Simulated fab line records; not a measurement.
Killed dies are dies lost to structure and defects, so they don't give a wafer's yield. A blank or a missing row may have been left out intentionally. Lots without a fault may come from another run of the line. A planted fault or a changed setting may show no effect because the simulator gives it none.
fab line records | flow gf180mcu | part 2 of 2: steps 30 to 42 of 42
record lots=5 wafers=15 last-day=33
route steps=602 shown SAB@267 SALICIDE@278 CONTACT@287
lots that met no fault: taken from a fault-free run of the same line
start-h: start of the lot's first displayed wafer, in hours after the record's first day | wait-h: hours elapsed since this lot's preceding step | " unchanged from the row above | L1.1+2: one row covering several wafers at once | - no value, or no start was given | * or withheld: withheld | < > ~ a bound
route shown NAME@n: a module of which the file shows steps, and the number in the route of the first | usual: mean/standard deviation of fault-free wafers | same: alike in all rows | chamber/n: place in a boat | sites: readings site by site | _std_site: standard deviation across them | _edge_site: mean of outer sites minus mean of inner sites | radius-mm: how far each site lies from the wafer's centre | mask NAME#n: copy n | behind: tool/chamber where the wafer was last shaped | hold: what put the lot on hold/how long, in hours/how the hold closed | device: which transistor (n, p or np) failed to switch | end of line: the tests these same wafers got at the end of their route | a step given without rows: its recipe and nothing more | killed: count of dies lost to structure and defects at first sort (not the wafer's yield) | map: dies across one wafer; x = killed, . = not, _ = none there
set.NAME: the setting the step ran with; set.NAME@STEP: the setting that earlier step ran with | model.NAME: the simulator's own value behind a step, which no gauge read
a table for each step, a row for each wafer; lots at some steps of the route
services: from which hour (start-h, from the record's first day; less than 0 if before it) a tool's chamber was out of use, for how many hours, and why
## steps
# step GF_CONTACT_COAT_09
# recipe resist=KrF spin-rpm=withheld resist-thk-nm=1000
# columns lot.wafer tool chamber start-h wait-h
L086.2+4+6 litho-track-04 0 - -
L088.1+2+5 litho-track-03 0 - -
L090.1+3+4 litho-track-03 0 - -
L091.2+5+6 litho-track-01 0 - -
L093.1+5+6 litho-track-01 0 - -
# step GF_CONTACT_SOFTBAKE_10
# recipe temp-c=130 time-s=60 resist=KrF
# columns lot.wafer tool chamber start-h wait-h
L086.2+4+6 litho-track-04 0 - -
L088.1+2+5 litho-track-03 0 - -
L090.1+3+4 litho-track-03 0 - -
L091.2+5+6 litho-track-01 0 - -
L093.1+5+6 litho-track-01 0 - -
# step GF_CONTACT_EXPOSE_11
# recipe mask-id=Contact target-cd-nm=220 na=0.68 source-shape=conventional sigma-outer=0.6 dose-mj=38
# same sigma-outer=0.6
# columns lot.wafer tool chamber start-h wait-h mask
L086.2+4+6 krf-scanner-01 0 - - Contact#0
L088.1+2+5 krf-scanner-01 0 - - Contact#0
L090.1+3+4 krf-scanner-02 0 - - Contact#0
L091.2+5+6 krf-scanner-02 0 - - Contact#0
L093.1+5+6 krf-scanner-01 0 - - Contact#0
# step GF_CONTACT_PEB_12
# recipe peb-temp-c=135 peb-time-s=90 resist=KrF
# columns lot.wafer tool chamber start-h wait-h
L086.2+4+6 litho-track-04 0 - -
L088.1+2+5 litho-track-01 0 - -
L090.1+3+4 litho-track-04 0 - -
L091.2+5+6 litho-track-04 0 - -
L093.1+5+6 litho-track-01 0 - -
# step GF_CONTACT_DEVELOP_13
# recipe develop-time-s=60 resist=KrF dev-temp-c=21
# columns lot.wafer tool chamber start-h wait-h
L086.2+4+6 litho-track-04 0 472.28 0.2
L088.1+2+5 litho-track-01 0 491.74 0.2
L090.1+3+4 litho-track-04 0 505.35 0.2
L091.2+5+6 litho-track-04 0 519.83 0.2
L093.1+5+6 litho-track-01 0 532.69 0.2
# step GF_CONTACT_CD_MEAS_14
# recipe target-cd-nm=220
# usual cd-nm=220.3/1.6
# columns lot.wafer tool chamber start-h wait-h cd-nm
L086.2 cd-sem-01 - 472.48 0.2 221.4
L086.4 " - " " 219.9
L086.6 " - " " 219.3
L088.1 cd-sem-01 - 491.89 0.1 222.2
L088.2 " - " " 222.6
L088.5 " - " " 220.7
L090.1 cd-sem-01 - 505.50 0.1 221.5
L090.3 " - " " 222.0
L090.4 " - " " 223.5
L091.2 cd-sem-01 - 519.97 0.1 220.9
L091.5 " - " " 219.1
L091.6 " - " " 219.2
L093.1 cd-sem-02 - 532.84 0.1 217.9
L093.5 " - " " 217.0
L093.6 " - " " 218.1
# step GF_CONTACT_OVL_MEAS_15
# usual CONTACT_OVL=-3/5.2
# columns lot.wafer tool chamber start-h wait-h CONTACT_OVL[nm]
L086.2 overlay-02 - 472.58 0.1 0
L086.4 " - " " -8
L086.6 " - " " -8
L088.1 overlay-01 - 492.01 0.1 -6
L088.2 " - " " -3
L088.5 " - " " -1
L090.1 overlay-02 - 505.62 0.1 0
L090.3 " - " " -2
L090.4 " - " " 2
L091.2 overlay-01 - 520.08 0.1 -5
L091.5 " - " " 2
L091.6 " - " " 0
L093.1 overlay-02 - 532.96 0.1 -7
L093.5 " - " " -12
L093.6 " - " " -5
# step GF_CONTACT_ETCH_16
# recipe chemistry=N2/H2 target-depth-a=withheld overetch-a=withheld time-s=withheld target=BARC ion-energy-ev=200 source-w=500 bias-w=100 pressure-mtorr=30 n2-flow-sccm=100 h2-flow-sccm=200
# usual drypump-motor-current-A=5.9/0.43 oes-product-au=0.855/0.0045 throttle-valve-pct=13.226/0.0095
# columns lot.wafer tool chamber start-h wait-h drypump-motor-current-A oes-product-au throttle-valve-pct
L086.2 rie-diel-03 3 472.61 0.0 6.0 0.856 13.225
L086.4 " 2 " " 5.4 0.849 13.221
L086.6 " 2 " " 5.4 0.851 13.227
L088.1 rie-diel-04 0 492.04 0.0 5.8 0.858 13.214
L088.2 " 3 " " 6.1 0.852 13.234
L088.5 " 1 " " 5.1 0.850 13.219
L090.1 rie-diel-02 1 505.66 0.0 5.9 0.856 13.223
L090.3 " 2 " " 6.7 0.851 13.227
L090.4 " 0 " " 6.2 0.854 13.233
L091.2 rie-diel-03 3 520.11 0.0 6.0 0.847 13.220
L091.5 " 1 " " 5.7 0.861 13.232
L091.6 " 2 " " 5.4 0.852 13.222
L093.1 rie-diel-04 1 532.99 0.0 5.2 0.858 13.228
L093.5 " 1 " " 5.1 0.846 13.223
L093.6 " 3 " " 6.1 0.847 13.223
# step GF_CONTACT_ETCH_17
# recipe chemistry=C4F8/O2/Ar mask-material=KrF target=SiO2 stop-on=CoSi2 source-w=1500 bias-w=1186 pressure-mtorr=40 c4f8-flow-sccm=withheld O2_flow_sccm=6 Ar_flow_sccm=300 time-s=withheld target-depth-a=8600
# usual oes-product-au=0.817/0.0047
# columns lot.wafer tool chamber start-h wait-h oes-product-au
L086.2 rie-diel-03 3 - - 0.817
L086.4 " 2 " " 0.811
L086.6 " 2 " " 0.820
L088.1 rie-diel-04 0 - - 0.827
L088.2 " 3 " " 0.818
L088.5 " 1 " " 0.814
L090.1 rie-diel-02 1 - - 0.810
L090.3 " 2 " " 0.814
L090.4 " 0 " " 0.812
L091.2 rie-diel-03 3 - - 0.814
L091.5 " 1 " " 0.802
L091.6 " 2 " " 0.819
L093.1 rie-diel-04 1 - - 0.815
L093.5 " 1 " " 0.815
L093.6 " 3 " " 0.817
# step GF_CONTACT_STRIP_18
# recipe chemistry=O2/N2 power-w=1400 pressure-mtorr=1500 platen-temp-c=250 o2-flow-sccm=3000 n2-flow-sccm=300 overash-fraction=0.5
# usual drypump-motor-current-A=5.7/0.45 heater-power-w=311/23 oes-product-au=0.580/0.0052
# columns lot.wafer tool chamber start-h wait-h drypump-motor-current-A heater-power-w oes-product-au rf-hours-counter-h
L086.2 plasma-asher-03 1 472.78 - 6.0 337 0.584 68
L086.4 " 0 " " 4.8 340 0.581 -
L086.6 " 1 " " 6.0 348 0.584 -
L088.1 plasma-asher-01 1 492.21 - 5.8 308 0.580 88
L088.2 " 0 " " 6.2 280 0.572 88
L088.5 " 1 " " 5.8 310 0.574 -
L090.1 plasma-asher-01 1 505.82 - 5.8 305 0.588 89
L090.3 " 0 " " 6.2 277 0.589 -
L090.4 " 1 " " 5.8 305 0.579 -
L091.2 plasma-asher-03 0 520.27 - 4.8 342 0.572 73
L091.5 " 0 " " 4.9 335 0.577 -
L091.6 " 1 " " 6.0 339 0.573 -
L093.1 plasma-asher-01 0 533.16 - 6.2 291 0.578 92
L093.5 " 0 " " 6.2 279 0.576 -
L093.6 " 1 " " 5.8 308 0.568 -
# step GF_CONTACT_CLEAN_19
# recipe chemistry=SPM
# columns lot.wafer tool chamber start-h wait-h
L086.2+4+6 wet-bench-03 0 472.88 0.1
L088.1+2+5 wet-bench-03 0 492.31 0.1
L090.1+3+4 wet-bench-02 1 505.92 0.1
L091.2+5+6 wet-bench-01 1 520.37 0.1
L093.1+5+6 wet-bench-02 2 533.26 0.1
# step GF_CONTACT_CLEAN_20
# recipe chemistry=DIW
# columns lot.wafer tool chamber start-h wait-h
L086.2+4+6 wet-bench-03 3 472.98 0.0
L088.1+2+5 wet-bench-02 2 492.40 0.0
L090.1+3+4 wet-bench-03 0 506.04 0.0
L091.2+5+6 wet-bench-03 2 520.47 0.0
L093.1+5+6 wet-bench-03 0 533.35 0.0
# step GF_CONTACT_CLEAN_21
# recipe chemistry=dHF time-s=20 dilution=100:1 dry=ipa-marangoni
# columns lot.wafer tool chamber start-h wait-h
L086.2+4+6 wet-bench-02 0 473.08 0.0
L088.1+2+5 wet-bench-03 0 492.51 0.0
L090.1+3+4 wet-bench-01 2 506.13 0.0
L091.2+5+6 wet-bench-02 2 520.56 0.0
L093.1+5+6 wet-bench-02 2 533.44 0.0
## services
# columns tool chamber start-h hours kind
cmp-01 - 415.21 2.8 repair
plasma-asher-02 - 421.25 9.0 pm
rie-diel-02 2 425.61 3.5 repair
plasma-asher-01 - 426.91 0.6 repair
rie-diel-03 1 431.14 13.2 repair
cmp-01 - 431.50 0.4 repair
rie-diel-04 0 433.36 1.8 repair
hdpcvd-01 2 439.99 14.3 repair
rie-diel-04 2 441.23 8.7 repair
krf-scanner-02 - 441.24 1.0 pm
rie-diel-04 3 449.46 3.4 repair
plasma-asher-02 - 451.62 1.8 repair
rie-diel-02 - 456.49 0.4 repair
krf-scanner-01 - 457.02 1.3 pm
rie-diel-03 1 460.41 2.8 repair
wet-bench-02 - 483.72 4.6 repair
cmp-02 - 486.94 1.8 repair
pvd-sputter-04 - 497.86 5.6 repair
wet-bench-04 - 510.75 4.0 repair
pecvd-02 - 513.15 1.4 repair
pvd-sputter-04 - 521.92 4.1 repair
rie-diel-01 0 525.38 4.2 repair
krf-scanner-01 - 528.71 3.6 pm
rie-diel-04 0 530.33 4.4 repair
